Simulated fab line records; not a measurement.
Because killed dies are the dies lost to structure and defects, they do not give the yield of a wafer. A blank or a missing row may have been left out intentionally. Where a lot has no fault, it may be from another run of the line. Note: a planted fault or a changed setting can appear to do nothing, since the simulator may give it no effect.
The tool behind it: which one? | flow gf180mcu | route of 602 steps, sampled at 1 step: 7 lots, 21 wafers

WHAT THE GAUGES SHOWED, per wafer
GF_MVSD_OVL_MEAS_07.
lot  | measured    | on         | MVSD_OVL (nm)
L184 | day 4 21:02 | overlay-01 | 1.7 0.8 3.7
L187 | day 5 15:21 | overlay-02 | -2.6 1.8 -0.5
L191 | day 6 16:26 | overlay-01 | -0.1 0.1 -0.2
L194 | day 7 08:07 | overlay-01 | -0.6 -1.5 -0.2
L198 | day 8 07:02 | overlay-01 | 4.2 3.2 2.2
L203 | day 9 11:22 | overlay-02 | 1.8 2.5 2.1
L205 | day 9 21:35 | overlay-01 | -0.3 0.3 0.9

WHICH TOOL RAN EACH LOT (tool, then ch and the chambers of the sampled wafers, then the start)
No process step before these readings appears in the record.

THE ANSWER, worked out from the rows above alone
Rule: the usual values come from the lots themselves. The widest of any qualifying gaps counts: lots, ordered by their means at a reading, are off when they make up no more than a third of the lots, leave a main group of 4 or more, and stand apart from it by 3 or more times the standard deviation of that group's means. A main group is skipped when, at the precision printed for the reading in the tables above, its means are all equal. Also off: a lot with no number at a reading for which 4 or more lots have one. The other lots that the step has rows for count as sound.
Nothing can be told from this: no lot is off at any reading shown.

WHAT THE SIMULATOR HAD PUT IN
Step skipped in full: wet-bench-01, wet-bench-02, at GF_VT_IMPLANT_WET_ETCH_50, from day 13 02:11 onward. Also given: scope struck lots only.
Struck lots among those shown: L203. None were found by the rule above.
